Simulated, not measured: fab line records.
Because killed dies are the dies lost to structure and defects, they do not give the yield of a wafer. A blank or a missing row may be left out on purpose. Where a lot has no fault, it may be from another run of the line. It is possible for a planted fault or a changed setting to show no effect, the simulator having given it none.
What tool caused it? ; flow sky130 ; 13 lots, 39 wafers sampled, at 4 steps of a route of 708

== WHAT THE GAUGES READ, wafer by wafer ==
SKY_METAL4_CD_MEAS_13: the cd target is 300 nm.
lot;measured;on;cdNm (nm)
L170;day 42 15:41;cdSem-02;297.9 298.7 298.6
L174;day 42 17:26;cdSem-02;300.8 299.1 302.5
L169;day 42 17:47;cdSem-02;299.1 298.2 298.6
L173;day 42 18:12;cdSem-01;298.4 299.6 299.7
L177;day 43 20:46;cdSem-01;299.5 300.3 299.2
L181;day 48 01:38;cdSem-02;301.1 301.3 301.7
L184;day 48 01:59;cdSem-01;300.5 298.5 298.6
L182;day 48 02:30;cdSem-02;298.6 298.4 298.9
L188;day 48 03:05;cdSem-02;298.9 297.7 300.7
L180;day 48 03:58;cdSem-02;298.9 301.1 300.9
L189;day 48 10:28;cdSem-02;301.6 301.7 301.7
L192;day 48 13:14;cdSem-01;299.2 299.3 299.3
L187;day 48 14:41;cdSem-01;300.5 300.0 300.6

SKY_VIA4_THK_MEAS_01.
lot;measured;on;VIA4_HDPCVD_THK (nm)
L170;day 42 17:21;filmMetro-04;1716 1730 1706
L174;day 42 19:02;filmMetro-01;1768 1782 1771
L169;day 42 19:32;filmMetro-02;1775 1776 1761
L173;day 42 19:53;filmMetro-01;1754 1750 1738
L177;day 43 22:37;filmMetro-01;1785 1747 1756
L181;day 48 03:05;filmMetro-04;1755 1739 1741
L184;day 48 03:15;filmMetro-02;1751 1771 1778
L182;day 48 04:01;filmMetro-02;1747 1756 1765
L188;day 48 04:32;filmMetro-01;1748 1743 1753
L180;day 48 05:13;filmMetro-01;1727 1757 1742
L189;day 48 11:43;filmMetro-04;1711 1736 821
L192;day 48 14:32;filmMetro-01;1754 1760 1747
L187;day 48 16:09;filmMetro-01;1723 806 1711

SKY_VIA4_BOW_MEAS_03.
lot;measured;on;VIA4_BOW (um)
L170;day 42 17:57;filmMetro-04;84 82 77
L174;day 42 19:24;filmMetro-01;83 101 85
L169;day 42 19:53;filmMetro-04;90 80 86
L173;day 42 20:29;filmMetro-02;84 91 92
L177;day 43 22:59;filmMetro-04;82 66 78
L181;day 48 03:26;filmMetro-04;81 73 70
L184;day 48 03:37;filmMetro-01;82 83 79
L182;day 48 04:23;filmMetro-01;90 83 79
L188;day 48 04:53;filmMetro-04;76 77 77
L180;day 48 05:35;filmMetro-02;83 87 86
L189;day 48 12:05;filmMetro-01;76 77 83
L192;day 48 14:53;filmMetro-01;91 79 79
L187;day 48 16:46;filmMetro-01;75 80 73

== EACH LOT AND THE TOOL THAT RAN IT (in order: tool; ch and the chambers of the sampled wafers; start) ==
lot;SKY_VIA4_HDPCVD_00
L170;hdpcvd-02 ch 0,2, day 42 17:10
L174;hdpcvd-01 ch 0,2, day 42 18:52
L169;hdpcvd-01 ch 0,1,2, day 42 19:21
L173;hdpcvd-01 ch 0,1,2, day 42 19:43
L177;hdpcvd-01 ch 1,2, day 43 22:25
L181;hdpcvd-01 ch 0,1,2, day 48 02:54
L184;hdpcvd-02 ch 0,1, day 48 03:04
L182;hdpcvd-01 ch 0,1,2, day 48 03:49
L188;hdpcvd-01 ch 0,1, day 48 04:21
L180;hdpcvd-02 ch 0,1, day 48 05:01
L189;hdpcvd-02 ch 0,1,2, day 48 11:31
L192;hdpcvd-01 ch 1,2, day 48 14:21
L187;hdpcvd-02 ch 1,2, day 48 15:57
- SKY_VIA4_HDPCVD_00: deposits SiO2, target thk 1750 nm, time 291.7 s.

== AS READ BY THE TOOLS THEMSELVES (means over the sampled wafers that have a number; for cases with no such wafer, the mark the record gives instead) ==
The record holds no such reading with a usual standard deviation.

== THE ANSWER, worked out from the rows above alone ==
Rule: the usual values come from the lots themselves. Put in order of their means at a reading, lots are off if they are a third of the lots or fewer, leave a main group of 4 or more, and stand apart from it by a gap of 3 or more times the standard deviation of the main group's means; of several such gaps the widest counts. If all means in a main group match to the digits the tables above print for the reading, that group is not used. A lot without any number at a reading at which 4 lots or more have one is off too. All remaining lots with rows at the step are treated as sound. After the gauges, taken in route order, come the tools' own readings; for these a lot's mean is taken, as printed above. The first step at which some lot is off is used, and at that step the reading that is off furthest; a lot without a number counts as furthest.
Off: L189, L187, at SKY_VIA4_THK_MEAS_01 (VIA4_HDPCVD_THK). The main group has a mean of 1753 nm with a standard deviation of 15.
A tool fits if, at a process step before that reading, it ran every lot that is off, and no sound lot after the first of them. Gauges at SKY_VIA4_THK_MEAS_01: tried the same way as those tools. One fits: SKY_VIA4_HDPCVD_00 on hdpcvd-02. Its last sound lot is L180 (day 48 05:01), its first lot that is off L189 (day 48 11:31): a fault that began between those two fits.

== WHAT THE SIMULATOR HAD INSERTED ==
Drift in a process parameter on hdpcvd-02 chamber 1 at SKY_VIA4_HDPCVD_00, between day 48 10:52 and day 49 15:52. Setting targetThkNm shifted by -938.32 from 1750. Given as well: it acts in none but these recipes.
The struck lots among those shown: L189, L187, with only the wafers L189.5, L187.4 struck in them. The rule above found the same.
